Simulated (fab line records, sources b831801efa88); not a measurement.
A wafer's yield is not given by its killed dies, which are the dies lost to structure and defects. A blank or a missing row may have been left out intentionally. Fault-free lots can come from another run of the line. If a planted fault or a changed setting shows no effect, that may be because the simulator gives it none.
Which tool was responsible? | flow sfq-line | Sampling: 7 lots, 21 wafers, 4 of 325 route steps

== WHAT THE GAUGES SHOWED, per wafer ==
SFQ_I0_BOW_MEAS_907.
lot  | measured     | on            | I0_BOW (um)
L903 | day 9 05:51  | film-metro-04 | 6 0 5
L905 | day 9 20:49  | film-metro-02 | 1 -9 -7
L907 | day 10 05:50 | film-metro-02 | 3 2 9
L912 | day 12 02:51 | film-metro-04 | -4 3 4
L916 | day 12 21:51 | film-metro-04 | -8 6 8
L919 | day 13 14:17 | film-metro-04 | -2 -5 -10
L922 | day 13 21:39 | film-metro-03 | -10 -17 -12

== EACH LOT AND THE TOOL THAT RAN IT (in order: tool; ch and the chambers of the sampled wafers; start) ==
lot  | SFQ_TRILAYER_L0_VIA_BARC_OPEN_VIA_ETCH_021 | SFQ_TRILAYER_M0_STRIP_STRIP_025   | SFQ_TRILAYER_I0_DEP_PECVD_027
L903 | rie-diel-03 ch 0,2,3, day 5 00:53          | rie-metal-01 ch 0,1, day 8 18:08  | pecvd-02 ch 0,1,2, day 8 18:43
L905 | rie-diel-03 ch 0,2,3, day 5 11:41          | rie-metal-01 ch 0,1, day 9 07:08  | pecvd-03 ch 0,1,2, day 9 07:55
L907 | rie-diel-03 ch 0,1,3, day 5 20:05          | rie-metal-01 ch 0,1, day 9 14:20  | pecvd-01 ch 1,2, day 9 15:07
L912 | rie-diel-04 ch 0,2,3, day 7 04:35          | rie-metal-04 ch 0,1, day 11 13:01 | pecvd-01 ch 0,1,2, day 11 13:46
L916 | rie-diel-04 ch 0,1,2, day 8 08:46          | rie-metal-03 ch 0,1, day 12 17:37 | pecvd-01 ch 0,1, day 12 18:23
L919 | rie-diel-03 ch 2,3, day 9 07:34            | rie-metal-04 ch 0,1, day 13 10:25 | pecvd-02 ch 0,2, day 13 11:11
L922 | rie-diel-04 ch 0,3, day 10 03:58           | rie-metal-04 ch 0,1, day 13 14:08 | pecvd-01 ch 0,1, day 13 15:05
- SFQ_TRILAYER_L0_VIA_BARC_OPEN_VIA_ETCH_021: etches BARC in O2, target depth 125 nm, time 41.7 s.
- SFQ_TRILAYER_M0_STRIP_STRIP_025: strips in O2.
- SFQ_TRILAYER_I0_DEP_PECVD_027: deposits SiO2 from SiH4/N2O, time 111.11 s, target thk 500 nm.

== THE ANSWER, worked out from the rows above alone ==
Rule: the lots themselves supply what counts as usual. Put in order of their means at a reading, lots are off if they are a third of the lots or fewer, leave a main group of 4 or more, and stand apart from it by a gap of 3 or more times the standard deviation of the main group's means; of several such gaps the widest counts. Not used: any main group whose means are identical at the precision the tables above print for the reading. Also off: a lot with no number at a reading for which 4 or more lots have one. The other lots that the step has rows for count as sound.
No lot is off on any of the readings shown, so nothing can be concluded from this.

== WHAT THE SIMULATOR HAD PUT IN ==
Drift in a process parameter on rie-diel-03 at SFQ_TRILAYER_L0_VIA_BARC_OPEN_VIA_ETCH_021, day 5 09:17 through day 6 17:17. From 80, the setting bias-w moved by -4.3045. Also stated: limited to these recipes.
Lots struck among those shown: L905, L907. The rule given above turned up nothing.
